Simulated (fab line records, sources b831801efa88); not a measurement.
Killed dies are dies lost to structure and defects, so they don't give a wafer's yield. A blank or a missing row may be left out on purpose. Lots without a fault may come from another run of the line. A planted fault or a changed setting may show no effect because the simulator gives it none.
Which tool did it? | flow sky130 | 12 lots, 36 wafers sampled, at 3 steps of a route of 708

WHAT THE GAUGES READ, wafer by wafer
SKY_VT_ADJUST_HVTR_OVL_MEAS_08.
lot  | measured     | on         | VT_ADJUST_HVTR_OVL (nm)
L314 | day 9 12:05  | overlay-01 | -0.6 1.5 -0.7
L315 | day 10 02:20 | overlay-02 | -2.1 -1.4 -1.3
L316 | day 10 02:57 | overlay-02 | -3.1 -1.7 0.0
L321 | day 11 13:01 | overlay-01 | -1.4 -1.2 -1.8
L322 | day 11 18:39 | overlay-02 | 0.1 1.1 2.9
L325 | day 12 21:20 | overlay-01 | -0.6 -1.4 -1.8
L327 | day 13 20:08 | overlay-01 | 0.0 -0.6 -1.1
L329 | day 14 07:55 | overlay-01 | -0.6 0.2 2.1
L332 | day 15 00:40 | overlay-02 | 0.6 0.4 2.4
L333 | day 15 12:53 | overlay-01 | -4.6 -4.9 -2.3
L335 | day 16 02:11 | overlay-01 | 1.1 0.4 0.2
L337 | day 16 14:18 | overlay-01 | -1.3 -0.5 -1.3

SKY_SONOS_ONO_THK_MEAS_01.
lot  | measured     | on            | SONOS_ONO_OXIDATION_THK (nm)
L314 | day 11 12:59 | film_metro-01 | 2.65 2.61 2.68
L315 | day 12 06:58 | film_metro-04 | 2.56 2.60 2.64
L316 | day 12 06:58 | film_metro-01 | 2.60 2.64 2.61
L321 | day 13 19:18 | film_metro-04 | 5.95 5.91 5.93 5.97 5.89 5.95
L322 | day 14 02:36 | film_metro-04 | 5.85 5.90 5.93 5.84 5.86 5.91
L325 | day 15 04:33 | film_metro-04 | 5.81 5.88 5.93 5.83 5.90 5.90
L327 | day 16 04:07 | film_metro-04 | 5.87 5.78 5.85 5.85 5.84 5.86
L329 | day 16 17:39 | film_metro-01 | 2.66 2.65 2.65
L332 | day 17 11:42 | film_metro-03 | 2.62 2.61 2.62
L333 | day 18 00:41 | film_metro-01 | 2.56 2.63 2.60
L335 | day 18 15:38 | film_metro-01 | 2.57 2.52 2.52
L337 | day 19 05:20 | film_metro-01 | 2.61 2.64 2.58

WHICH TOOL RAN EACH LOT (tool, then ch and the chambers of the sampled wafers, then the start)
lot  | SKY_VT_ADJUST_HVTR_STRIP_10
L314 | plasma_asher-02 ch 0,1, day 9 12:16
L315 | plasma_asher-03 ch 0,1, day 10 02:32
L316 | plasma_asher-03 ch 0,1, day 10 03:08
L321 | plasma_asher-04 ch 0,1, day 11 13:12
L322 | plasma_asher-04 ch 0,1, day 11 18:50
L325 | plasma_asher-03 ch 0,1, day 12 21:32
L327 | plasma_asher-03 ch 0,1, day 13 20:20
L329 | plasma_asher-02 ch 0,1, day 14 08:06
L332 | plasma_asher-02 ch 0,1, day 15 00:51
L333 | plasma_asher-04 ch 0,1, day 15 13:05
L335 | plasma_asher-02 ch 0,1, day 16 02:23
L337 | plasma_asher-03 ch 0,1, day 16 14:31
- SKY_VT_ADJUST_HVTR_STRIP_10: strips in O2/N2.

WHAT THE TOOLS THEMSELVES READ (means of the sampled wafers that have a number; where no wafer has one, the mark that the record gives instead)
SKY_VT_ADJUST_HVTR_STRIP_10.
lot  | tool            | drypump_motor_current_A (A) | o2_flow_sccm (sccm) | oes_product_au (a.u.) | strip_time_to_endpoint_s (s)
L314 | plasma_asher-02 | 5.4                         | 2995                | 0.714                 | 14.15
L315 | plasma_asher-03 | 6.2                         | 3007                | 0.716                 | 14.17
L316 | plasma_asher-03 | 6.2                         | 3005                | 0.712                 | 14.16
L321 | plasma_asher-04 | 6.4                         | 3002                | 0.718                 | 14.15
L322 | plasma_asher-04 | 6.5                         | 2998                | 0.715                 | 14.19
L325 | plasma_asher-03 | 6.2                         | 2994                | 0.713                 | 14.16
L327 | plasma_asher-03 | 6.2                         | 2999                | 0.710                 | 14.18
L329 | plasma_asher-02 | 6.0                         | 2989                | 0.712                 | 14.18
L332 | plasma_asher-02 | 6.0                         | 2998                | 0.717                 | 14.14
L333 | plasma_asher-04 | 6.5                         | 3005                | 0.717                 | 14.09
L335 | plasma_asher-02 | 5.4                         | 3007                | 0.714                 | 14.14
L337 | plasma_asher-03 | 6.2                         | 3006                | 0.716                 | 14.20

THE ANSWER, worked out from the rows above alone
Rule: what is usual is taken from the lots themselves. Put in order of their means at a reading, lots are off if they are a third of the lots or fewer, leave a main group of 4 or more, and stand apart from it by a gap of 3 or more times the standard deviation of the main group's means; of several such gaps the widest counts. A main group whose means are all the same, to the digits that the tables above print for the reading, isn't used. A lot without any number at a reading at which 4 lots or more have one is off too. The other lots that the step has rows for count as sound. The gauges are gone through in route order, then the tools' own readings, and for those a lot's mean is taken as printed above. The first step at which some lot is off is used, and at that step the reading that is off furthest; a lot without a number counts as furthest.
Off: L321, L322, L325, L327, at SKY_SONOS_ONO_THK_MEAS_01 (SONOS_ONO_OXIDATION_THK). The main group: mean 2.61 nm, standard deviation 0.033.
A tool fits if, at a process step before that reading, it ran every lot that is off, and no sound lot after the first of them. The gauges at SKY_SONOS_ONO_THK_MEAS_01 are tried like those tools. One fits: film_metro-04 at SKY_SONOS_ONO_THK_MEAS_01. Its last sound lot is L315 (day 12 06:58), its first lot that is off L321 (day 13 19:18): a fault that began between those two fits.

WHAT THE SIMULATOR HAD PUT IN
Metrology matching offset: film_metro-04, from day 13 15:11 on, at SKY_SONOS_ONO_THK_MEAS_01. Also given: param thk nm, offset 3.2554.
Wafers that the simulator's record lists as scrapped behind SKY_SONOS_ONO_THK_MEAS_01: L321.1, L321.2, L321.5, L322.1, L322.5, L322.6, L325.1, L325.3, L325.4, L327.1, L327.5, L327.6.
Lots struck among those shown: L321, L322, L325, L327. The rule above found the same.
